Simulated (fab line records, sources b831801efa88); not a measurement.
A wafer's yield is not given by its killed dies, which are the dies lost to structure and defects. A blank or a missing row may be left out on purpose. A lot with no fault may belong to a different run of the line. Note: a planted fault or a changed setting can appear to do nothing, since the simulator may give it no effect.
fab line records	flow sky130	part 1 of 2: steps 1 to 29 of 39
record: lots: 5	wafers: 15	lastDay: 51
route steps=708 shown SD_P@324 RES_XHIGH@332 SD_N@342 SALICIDE@361 LI_CONTACT@362
lots with no fault: from the same line, run without faults
startH: start of the lot's first displayed wafer, in hours after the record's first day	waitH: hours elapsed since this lot's preceding step	" as in the row above	L1.1+2: several wafers, shown together as one row	- no value present, or no start provided	* or withheld: withheld	< > ~ a bound
route shown NAME@n: NAME is a module with steps in the file, n the number in the route of the first one	usual: the fault-free wafers' mean and standard deviation	same: alike in all rows	chamber/n: place in a boat	sites: readings site by site	_std_site: their standard deviation	_edge_site: the outer-site mean with the inner-site mean subtracted	radiusMm: for every site, how far away it sits from the centre of the wafer	mask NAME#n: copy n	behind: the last tool/chamber to shape the wafer	hold: what put the lot on hold/how long, in hours/how the hold closed	device: whichever transistor did not switch (one of n, p or np)	end of line: at the end of the route, the tests of the same wafers	for a step that has no rows: nothing shown but its recipe	killed: at the first sort, the dies lost to defects and structure; wafer yield is something else	map: per-die view of a wafer (x killed, . not killed, _ where there is no die)
set.NAME: the setting the step ran with; set.NAME@STEP: the setting that earlier step ran with	model.NAME: the simulator's own value behind a step, which no gauge read
lots at selected steps of the route; one table per step, one row per wafer
services: from which hour (startH, from the record's first day; less than 0 if before it) a tool's chamber was out of use, for how many hours, and why
== steps ==
step: SKY_SD_P_EXPOSE_04
recipe: maskId: PSDM	na: 0.6	sourceShape: conventional	sigmaOuter: 0.6	polarization: unpolarized	targetCdNm: 380	doseMj: 138
lot.wafer	tool	chamber	startH	waitH	mask
L084.1+4+5	ilineStepper-02	0	-	-	PSDM#0
L086.1+3+5	ilineStepper-01	0	-	-	PSDM#0
L093.2+4+5	ilineStepper-02	0	-	-	PSDM#0
L095.2+3+5	ilineStepper-02	0	-	-	PSDM#0
L096.1+2+4	ilineStepper-01	0	-	-	PSDM#0
step: SKY_SD_P_PEB_05
recipe: tempC: withheld	timeS: *	resist: NOVOLAK
usual: chillPlateTempC: *
lot.wafer	tool	chamber	startH	waitH	chillPlateTempC
L084.1	lithoTrack-04	0	-	-	*
L084.4	"	0	"	"	*
L084.5	"	0	"	"	*
L086.1	lithoTrack-03	0	-	-	*
L086.3	"	0	"	"	*
L086.5	"	0	"	"	*
L093.2	lithoTrack-04	0	-	-	*
L093.4	"	0	"	"	*
L093.5	"	0	"	"	*
L095.2	lithoTrack-03	0	-	-	*
L095.3	"	0	"	"	*
L095.5	"	0	"	"	*
L096.1	lithoTrack-04	0	-	-	*
L096.2	"	0	"	"	*
L096.4	"	0	"	"	*
step: SKY_SD_P_DEVELOP_06
recipe: resist: NOVOLAK	developer: TMAH	developTimeS: 60	devTempC: 23
usual: chillPlateTempC: 22.99/0.098
lot.wafer	tool	chamber	startH	waitH	chillPlateTempC
L084.1	lithoTrack-04	0	687.90	0.1	23.00
L084.4	"	0	"	"	23.03
L084.5	"	0	"	"	22.85
L086.1	lithoTrack-03	0	700.26	0.1	22.92
L086.3	"	0	"	"	23.04
L086.5	"	0	"	"	22.89
L093.2	lithoTrack-04	0	756.48	0.1	22.94
L093.4	"	0	"	"	23.01
L093.5	"	0	"	"	22.84
L095.2	lithoTrack-03	0	776.09	0.1	23.08
L095.3	"	0	"	"	23.12
L095.5	"	0	"	"	23.02
L096.1	lithoTrack-04	0	778.55	0.1	23.06
L096.2	"	0	"	"	22.96
L096.4	"	0	"	"	23.10
step: SKY_SD_P_CD_MEAS_07
recipe: targetCdNm: 380
usual: cdNm: 380.1/2.2
lot.wafer	tool	chamber	startH	waitH	cdNm
L084.1	cdSem-02	-	688.05	0.1	381.9
L084.4	"	-	"	"	381.7
L084.5	"	-	"	"	381.8
L086.1	cdSem-02	-	700.41	0.1	380.2
L086.3	"	-	"	"	378.7
L086.5	"	-	"	"	382.6
L093.2	cdSem-01	-	756.62	0.1	385.9
L093.4	"	-	"	"	384.9
L093.5	"	-	"	"	384.6
L095.2	cdSem-01	-	776.24	0.1	380.1
L095.3	"	-	"	"	382.2
L095.5	"	-	"	"	382.0
L096.1	cdSem-02	-	778.70	0.1	376.8
L096.2	"	-	"	"	377.2
L096.4	"	-	"	"	379.1
step: SKY_SD_P_OVL_MEAS_08
usual: SD_P_OVL: -0.2/1.3
lot.wafer	tool	chamber	startH	waitH	SD_P_OVL[nm]
L084.1	overlay-01	-	688.17	0.1	2.2
L084.4	"	-	"	"	1.8
L084.5	"	-	"	"	0.9
L086.1	overlay-02	-	700.53	0.1	-1.1
L086.3	"	-	"	"	-2.0
L086.5	"	-	"	"	-0.7
L093.2	overlay-01	-	756.73	0.1	-2.7
L093.4	"	-	"	"	-3.1
L093.5	"	-	"	"	-2.6
L095.2	overlay-02	-	776.34	0.1	-0.9
L095.3	"	-	"	"	-1.3
L095.5	"	-	"	"	-1.3
L096.1	overlay-02	-	778.82	0.1	-0.7
L096.2	"	-	"	"	-0.5
L096.4	"	-	"	"	-0.7
step: SKY_SD_P_IMPLANT_09
recipe: species: BF2	energyKev: 20	doseCm2: 3e+15	tiltDeg: 0
lot.wafer	tool	chamber	startH	waitH
L084.1+4+5	implanter-01	0	688.21	0.0
L086.1+3+5	implanter-04	0	700.57	0.0
L093.2+4+5	implanter-01	0	756.78	0.0
L095.2+3+5	implanter-02	0	776.40	0.0
L096.1+2+4	implanter-01	0	778.86	0.0
step: SKY_SD_P_STRIP_10
recipe: chemistry: O2/N2	powerW: 1400	pressureMtorr: 1500	platenTempC: withheld	o2FlowSccm: 3000	n2FlowSccm: 300	overashFraction: 0.5
usual: drypumpMotorCurrentA: 5.7/0.36	oesProductAu: 0.617/0.0045	stripTimeToEndpointS: 17.49/0.04
lot.wafer	tool	chamber	startH	waitH	drypumpMotorCurrentA	oesProductAu	rfHoursCounterH	stripTimeToEndpointS
L084.1	plasmaAsher-01	1	688.36	0.1	5.7	0.624	26	17.53
L084.4	"	1	"	"	5.8	0.612	-	17.58
L084.5	"	0	"	"	5.1	0.621	-	17.58
L086.1	plasmaAsher-02	1	700.72	0.1	6.1	0.620	90	17.53
L086.3	"	1	"	"	6.1	0.619	-	17.53
L086.5	"	0	"	"	5.6	0.618	-	17.50
L093.2	plasmaAsher-04	1	756.91	0.1	6.2	0.619	1	17.52
L093.4	"	1	"	"	6.2	0.620	-	17.53
L093.5	"	1	"	"	6.2	0.620	-	17.51
L095.2	plasmaAsher-01	0	776.52	0.1	5.2	0.611	33	17.44
L095.3	"	0	"	"	5.2	0.613	-	17.45
L095.5	"	1	"	"	5.7	0.612	-	17.52
L096.1	plasmaAsher-02	1	779.01	0.1	6.1	0.618	99	17.51
L096.2	"	0	"	"	5.6	0.612	99	17.53
L096.4	"	1	"	"	6.1	0.618	-	17.50
step: SKY_SD_P_TW_MEAS_11
usual: SD_P_TW: 2818/26
lot.wafer	tool	chamber	startH	waitH	SD_P_TW
L084.1	filmMetro-03	-	688.46	0.1	2842
L084.4	"	-	"	"	2851
L084.5	"	-	"	"	2845
L086.1	filmMetro-04	-	700.82	0.1	2826
L086.3	"	-	"	"	2843
L086.5	"	-	"	"	2837
L093.2	filmMetro-03	-	757.02	0.1	2825
L093.4	"	-	"	"	2821
L093.5	"	-	"	"	2823
L095.2	filmMetro-03	-	776.63	0.1	2813
L095.3	"	-	"	"	2825
L095.5	"	-	"	"	2820
L096.1	filmMetro-03	-	779.11	0.1	2835
L096.2	"	-	"	"	2821
L096.4	"	-	"	"	2831
step: SKY_RES_XHIGH_DEHYDRATE_00
recipe: tempC: 200	timeS: 60
usual: chillPlateTempC: 22.97/0.099
lot.wafer	tool	chamber	startH	waitH	chillPlateTempC
L084.1	lithoTrack-02	0	702.27	13.8	22.92
L084.4	"	0	"	"	23.01
L084.5	"	0	"	"	23.14
L086.1	lithoTrack-04	0	714.65	13.8	22.95
L086.3	"	0	"	"	23.01
L086.5	"	0	"	"	22.88
L093.2	lithoTrack-01	0	769.97	12.9	23.09
L093.4	"	0	"	"	23.08
L093.5	"	0	"	"	22.85
L095.2	lithoTrack-02	0	789.34	12.7	22.87
L095.3	"	0	"	"	22.76
L095.5	"	0	"	"	22.93
L096.1	lithoTrack-02	0	791.37	12.2	23.13
L096.2	"	0	"	"	23.07
L096.4	"	0	"	"	22.96
step: SKY_RES_XHIGH_HMDS_01
recipe: primeTimeS: 60	primeTempC: 120
usual: chillPlateTempC: 23.02/0.12
lot.wafer	tool	chamber	startH	waitH	chillPlateTempC
L084.1	lithoTrack-02	0	702.42	0.1	22.72
L084.4	"	0	"	"	22.89
L084.5	"	0	"	"	23.07
L086.1	lithoTrack-04	0	714.80	0.1	22.90
L086.3	"	0	"	"	22.98
L086.5	"	0	"	"	22.92
L093.2	lithoTrack-01	0	770.12	0.1	23.02
L093.4	"	0	"	"	23.04
L093.5	"	0	"	"	23.02
L095.2	lithoTrack-02	0	789.49	0.1	23.05
L095.3	"	0	"	"	23.07
L095.5	"	0	"	"	23.02
L096.1	lithoTrack-02	0	791.52	0.1	22.97
L096.2	"	0	"	"	22.90
L096.4	"	0	"	"	23.00
step: SKY_RES_XHIGH_COAT_02
recipe: resist: NOVOLAK	spinRpm: 3000	resistThkNm: 1140
usual: chillPlateTempC: 23.01/0.11
lot.wafer	tool	chamber	startH	waitH	chillPlateTempC
L084.1	lithoTrack-02	0	702.57	0.1	23.03
L084.4	"	0	"	"	23.12
L084.5	"	0	"	"	23.20
L086.1	lithoTrack-04	0	714.95	0.1	22.98
L086.3	"	0	"	"	23.04
L086.5	"	0	"	"	22.95
L093.2	lithoTrack-01	0	770.27	0.1	23.07
L093.4	"	0	"	"	23.07
L093.5	"	0	"	"	22.99
L095.2	lithoTrack-02	0	789.64	0.1	23.04
L095.3	"	0	"	"	23.03
L095.5	"	0	"	"	23.02
L096.1	lithoTrack-02	0	791.67	0.1	23.10
L096.2	"	0	"	"	23.05
L096.4	"	0	"	"	22.99
step: SKY_RES_XHIGH_SOFTBAKE_03
recipe: tempC: 90	timeS: 60	resist: NOVOLAK
usual: chillPlateTempC: 23.01/0.098
lot.wafer	tool	chamber	startH	waitH	chillPlateTempC
L084.1	lithoTrack-02	0	702.72	0.1	23.07
L084.4	"	0	"	"	23.03
L084.5	"	0	"	"	23.20
L086.1	lithoTrack-04	0	715.10	0.1	22.87
L086.3	"	0	"	"	23.03
L086.5	"	0	"	"	22.94
L093.2	lithoTrack-01	0	770.42	0.1	23.14
L093.4	"	0	"	"	23.01
L093.5	"	0	"	"	23.10
L095.2	lithoTrack-02	0	789.79	0.1	22.97
L095.3	"	0	"	"	22.96
L095.5	"	0	"	"	22.95
L096.1	lithoTrack-02	0	791.82	0.1	23.01
L096.2	"	0	"	"	23.04
L096.4	"	0	"	"	22.93
step: SKY_RES_XHIGH_EXPOSE_04
recipe: maskId: URPM	na: 0.6	sourceShape: conventional	sigmaOuter: 0.6	polarization: unpolarized	targetCdNm: 1270	doseMj: 140
lot.wafer	tool	chamber	startH	waitH	mask
L084.1+4+5	ilineStepper-01	0	-	-	URPM#0
L086.1+3+5	ilineStepper-01	0	-	-	URPM#0
L093.2+4+5	ilineStepper-01	0	-	-	URPM#0
L095.2+3+5	ilineStepper-01	0	-	-	URPM#0
L096.1+2+4	ilineStepper-01	0	-	-	URPM#0
step: SKY_RES_XHIGH_PEB_05
recipe: tempC: withheld	timeS: *	resist: NOVOLAK
usual: chillPlateTempC: *
lot.wafer	tool	chamber	startH	waitH	chillPlateTempC
L084.1	lithoTrack-02	0	-	-	*
L084.4	"	0	"	"	*
L084.5	"	0	"	"	*
L086.1	lithoTrack-01	0	-	-	*
L086.3	"	0	"	"	*
L086.5	"	0	"	"	*
L093.2	lithoTrack-02	0	-	-	*
L093.4	"	0	"	"	*
L093.5	"	0	"	"	*
L095.2	lithoTrack-01	0	-	-	*
L095.3	"	0	"	"	*
L095.5	"	0	"	"	*
L096.1	lithoTrack-04	0	-	-	*
L096.2	"	0	"	"	*
L096.4	"	0	"	"	*
step: SKY_RES_XHIGH_DEVELOP_06
recipe: resist: NOVOLAK	developer: TMAH	developTimeS: 60	devTempC: 23
usual: chillPlateTempC: 23.00/0.087
lot.wafer	tool	chamber	startH	waitH	chillPlateTempC
L084.1	lithoTrack-02	0	716.82	0.1	23.01
L084.4	"	0	"	"	22.89
L084.5	"	0	"	"	22.83
L086.1	lithoTrack-01	0	729.15	0.1	23.04
L086.3	"	0	"	"	22.83
L086.5	"	0	"	"	23.13
L093.2	lithoTrack-02	0	783.79	0.1	23.03
L093.4	"	0	"	"	22.93
L093.5	"	0	"	"	23.06
L095.2	lithoTrack-01	0	803.47	0.1	22.78
L095.3	"	0	"	"	23.04
L095.5	"	0	"	"	23.11
L096.1	lithoTrack-04	0	805.20	0.1	23.11
L096.2	"	0	"	"	23.04
L096.4	"	0	"	"	23.00
step: SKY_RES_XHIGH_IMPLANT_07
recipe: species: BF2	energyKev: 20	doseCm2: 3.575e+14	tiltDeg: 0
lot.wafer	tool	chamber	startH	waitH
L084.1+4+5	implanter-01	0	716.97	0.1
L086.1+3+5	implanter-04	0	729.30	0.1
L093.2+4+5	implanter-03	0	783.94	0.1
L095.2+3+5	implanter-04	0	803.62	0.1
L096.1+2+4	implanter-01	0	805.35	0.1
step: SKY_RES_XHIGH_STRIP_08
recipe: chemistry: O2/N2	powerW: 1400	pressureMtorr: 1500	platenTempC: withheld	o2FlowSccm: 3000	n2FlowSccm: 300	overashFraction: 0.5
usual: drypumpMotorCurrentA: 5.6/0.37	oesProductAu: 0.712/0.0046	stripTimeToEndpointS: 14.27/0.038
lot.wafer	tool	chamber	startH	waitH	drypumpMotorCurrentA	oesProductAu	rfHoursCounterH	stripTimeToEndpointS
L084.1	plasmaAsher-03	0	717.12	0.1	5.3	0.713	56	14.28
L084.4	"	0	"	"	5.3	0.711	-	14.22
L084.5	"	1	"	"	5.3	0.709	-	14.25
L086.1	plasmaAsher-03	1	729.45	0.1	5.2	0.710	57	14.30
L086.3	"	1	"	"	5.2	0.710	-	14.26
L086.5	"	0	"	"	5.3	0.706	-	14.25
L093.2	plasmaAsher-03	0	784.07	0.1	5.3	0.710	63	14.27
L093.4	"	0	"	"	5.3	0.706	-	14.30
L093.5	"	1	"	"	5.2	0.711	-	14.27
L095.2	plasmaAsher-04	1	803.75	0.1	6.3	0.714	6	14.27
L095.3	"	0	"	"	5.6	0.708	-	14.22
L095.5	"	0	"	"	5.6	0.710	-	14.25
L096.1	plasmaAsher-03	1	805.50	0.1	5.2	0.702	65	14.31
L096.2	"	0	"	"	5.3	0.711	65	14.33
L096.4	"	1	"	"	5.2	0.711	-	14.30
step: SKY_RES_XHIGH_TW_MEAS_09
usual: RES_XHIGH_TW: 1635/16
lot.wafer	tool	chamber	startH	waitH	RES_XHIGH_TW
L084.1	filmMetro-04	-	717.22	0.1	1635
L084.4	"	-	"	"	1646
L084.5	"	-	"	"	1635
L086.1	filmMetro-04	-	729.55	0.1	1645
L086.3	"	-	"	"	1650
L086.5	"	-	"	"	1652
L093.2	filmMetro-04	-	784.18	0.1	1651
L093.4	"	-	"	"	1651
L093.5	"	-	"	"	1649
L095.2	filmMetro-01	-	803.86	0.1	1610
L095.3	"	-	"	"	1619
L095.5	"	-	"	"	1616
L096.1	filmMetro-01	-	805.60	0.1	1606
L096.2	"	-	"	"	1609
L096.4	"	-	"	"	1607
step: SKY_SD_N_DEHYDRATE_00
recipe: tempC: 200	timeS: 60
usual: chillPlateTempC: 22.99/0.11
lot.wafer	tool	chamber	startH	waitH	chillPlateTempC
L084.1	lithoTrack-03	0	730.56	13.3	23.09
L084.4	"	0	"	"	23.10
L084.5	"	0	"	"	23.10
L086.1	lithoTrack-02	0	742.82	13.3	22.87
L086.3	"	0	"	"	22.95
L086.5	"	0	"	"	22.82
L093.2	lithoTrack-03	0	797.39	13.2	22.98
L093.4	"	0	"	"	22.92
L093.5	"	0	"	"	22.89
L095.2	lithoTrack-01	0	816.47	12.6	22.89
L095.3	"	0	"	"	22.90
L095.5	"	0	"	"	22.98
L096.1	lithoTrack-01	0	818.60	13.0	22.87
L096.2	"	0	"	"	23.08
L096.4	"	0	"	"	22.92
step: SKY_SD_N_HMDS_01
recipe: primeTimeS: 60	primeTempC: 120
usual: chillPlateTempC: 23.00/0.11
lot.wafer	tool	chamber	startH	waitH	chillPlateTempC
L084.1	lithoTrack-03	0	730.71	0.1	22.98
L084.4	"	0	"	"	22.82
L084.5	"	0	"	"	22.99
L086.1	lithoTrack-02	0	742.97	0.1	23.11
L086.3	"	0	"	"	23.16
L086.5	"	0	"	"	23.12
L093.2	lithoTrack-03	0	797.54	0.1	23.12
L093.4	"	0	"	"	23.06
L093.5	"	0	"	"	23.08
L095.2	lithoTrack-01	0	816.62	0.1	22.93
L095.3	"	0	"	"	22.88
L095.5	"	0	"	"	23.01
L096.1	lithoTrack-01	0	818.75	0.1	23.14
L096.2	"	0	"	"	23.08
L096.4	"	0	"	"	22.99
step: SKY_SD_N_COAT_02
recipe: resist: NOVOLAK	spinRpm: 3000	resistThkNm: 1140
usual: chillPlateTempC: 23.00/0.098
lot.wafer	tool	chamber	startH	waitH	chillPlateTempC
L084.1	lithoTrack-03	0	730.86	0.1	22.98
L084.4	"	0	"	"	23.15
L084.5	"	0	"	"	23.22
L086.1	lithoTrack-02	0	743.12	0.1	23.04
L086.3	"	0	"	"	22.90
L086.5	"	0	"	"	23.03
L093.2	lithoTrack-03	0	797.69	0.1	23.06
L093.4	"	0	"	"	23.07
L093.5	"	0	"	"	22.95
L095.2	lithoTrack-01	0	816.77	0.1	23.03
L095.3	"	0	"	"	23.00
L095.5	"	0	"	"	22.99
L096.1	lithoTrack-01	0	818.90	0.1	22.91
L096.2	"	0	"	"	23.05
L096.4	"	0	"	"	22.97
step: SKY_SD_N_SOFTBAKE_03
recipe: tempC: 90	timeS: 60	resist: NOVOLAK
usual: chillPlateTempC: 22.99/0.097
lot.wafer	tool	chamber	startH	waitH	chillPlateTempC
L084.1	lithoTrack-03	0	731.01	0.1	22.94
L084.4	"	0	"	"	22.85
L084.5	"	0	"	"	22.82
L086.1	lithoTrack-02	0	743.27	0.1	22.92
L086.3	"	0	"	"	22.96
L086.5	"	0	"	"	22.93
L093.2	lithoTrack-03	0	797.84	0.1	22.99
L093.4	"	0	"	"	22.87
L093.5	"	0	"	"	22.94
L095.2	lithoTrack-01	0	816.92	0.1	22.89
L095.3	"	0	"	"	22.98
L095.5	"	0	"	"	23.06
L096.1	lithoTrack-01	0	819.05	0.1	22.91
L096.2	"	0	"	"	23.01
L096.4	"	0	"	"	23.14
step: SKY_SD_N_EXPOSE_04
recipe: maskId: NSDM	na: 0.6	sourceShape: conventional	sigmaOuter: 0.6	polarization: unpolarized	targetCdNm: 380	doseMj: 141
lot.wafer	tool	chamber	startH	waitH	mask
L084.1+4+5	ilineStepper-02	0	-	-	NSDM#0
L086.1+3+5	ilineStepper-02	0	-	-	NSDM#0
L093.2+4+5	ilineStepper-01	0	-	-	NSDM#0
L095.2+3+5	ilineStepper-01	0	-	-	NSDM#0
L096.1+2+4	ilineStepper-01	0	-	-	NSDM#0
step: SKY_SD_N_PEB_05
recipe: tempC: withheld	timeS: *	resist: NOVOLAK
usual: chillPlateTempC: *
lot.wafer	tool	chamber	startH	waitH	chillPlateTempC
L084.1	lithoTrack-03	0	-	-	*
L084.4	"	0	"	"	*
L084.5	"	0	"	"	*
L086.1	lithoTrack-02	0	-	-	*
L086.3	"	0	"	"	*
L086.5	"	0	"	"	*
L093.2	lithoTrack-02	0	-	-	*
L093.4	"	0	"	"	*
L093.5	"	0	"	"	*
L095.2	lithoTrack-01	0	-	-	*
L095.3	"	0	"	"	*
L095.5	"	0	"	"	*
L096.1	lithoTrack-01	0	-	-	*
L096.2	"	0	"	"	*
L096.4	"	0	"	"	*
step: SKY_SD_N_DEVELOP_06
recipe: resist: NOVOLAK	developer: TMAH	developTimeS: 60	devTempC: 23
usual: chillPlateTempC: 23.03/0.12
lot.wafer	tool	chamber	startH	waitH	chillPlateTempC
L084.1	lithoTrack-03	0	744.92	0.1	23.06
L084.4	"	0	"	"	23.30
L084.5	"	0	"	"	23.13
L086.1	lithoTrack-02	0	757.22	0.1	22.98
L086.3	"	0	"	"	23.07
L086.5	"	0	"	"	23.01
L093.2	lithoTrack-02	0	811.24	0.1	22.93
L093.4	"	0	"	"	23.20
L093.5	"	0	"	"	22.99
L095.2	lithoTrack-01	0	830.77	0.1	22.79
L095.3	"	0	"	"	22.90
L095.5	"	0	"	"	22.98
L096.1	lithoTrack-01	0	832.40	0.1	22.88
L096.2	"	0	"	"	22.92
L096.4	"	0	"	"	22.98
step: SKY_SD_N_CD_MEAS_07
recipe: targetCdNm: 380
usual: cdNm: 379.1/2.6
lot.wafer	tool	chamber	startH	waitH	cdNm
L084.1	cdSem-01	-	745.07	0.1	377.4
L084.4	"	-	"	"	374.0
L084.5	"	-	"	"	378.0
L086.1	cdSem-02	-	757.37	0.1	381.7
L086.3	"	-	"	"	383.0
L086.5	"	-	"	"	380.0
L093.2	cdSem-01	-	811.39	0.1	382.3
L093.4	"	-	"	"	384.9
L093.5	"	-	"	"	383.1
L095.2	cdSem-02	-	830.92	0.1	381.3
L095.3	"	-	"	"	380.4
L095.5	"	-	"	"	380.6
L096.1	cdSem-01	-	832.55	0.1	374.2
L096.2	"	-	"	"	374.5
L096.4	"	-	"	"	372.0
step: SKY_SD_N_OVL_MEAS_08
usual: SD_N_OVL: 0.9/1.3
lot.wafer	tool	chamber	startH	waitH	SD_N_OVL[nm]
L084.1	overlay-02	-	745.19	0.1	-1.1
L084.4	"	-	"	"	-0.5
L084.5	"	-	"	"	-0.5
L086.1	overlay-01	-	757.49	0.1	0.4
L086.3	"	-	"	"	-1.1
L086.5	"	-	"	"	0.3
L093.2	overlay-02	-	811.49	0.1	2.0
L093.4	"	-	"	"	-0.2
L093.5	"	-	"	"	1.4
L095.2	overlay-01	-	831.02	0.1	1.5
L095.3	"	-	"	"	3.3
L095.5	"	-	"	"	2.2
L096.1	overlay-02	-	832.67	0.1	1.7
L096.2	"	-	"	"	2.8
L096.4	"	-	"	"	1.9
step: SKY_SD_N_IMPLANT_09
recipe: species: As	energyKev: 50	doseCm2: 4e+15	tiltDeg: 0
lot.wafer	tool	chamber	startH	waitH
L084.1+4+5	implanter-03	0	745.22	0.0
L086.1+3+5	implanter-03	0	757.52	0.0
L093.2+4+5	implanter-02	0	811.55	0.0
L095.2+3+5	implanter-01	0	831.08	0.0
L096.1+2+4	implanter-03	0	832.70	0.0
step: SKY_SD_N_IMPLANT_10
recipe: species: P	energyKev: 20	doseCm2: 1e+14	tiltDeg: 0
lot.wafer	tool	chamber	startH	waitH
L084.1+4+5	implanter-03	0	745.37	0.1
L086.1+3+5	implanter-03	0	757.67	0.1
L093.2+4+5	implanter-02	0	811.70	0.1
L095.2+3+5	implanter-01	0	831.23	0.1
L096.1+2+4	implanter-03	0	832.85	0.1
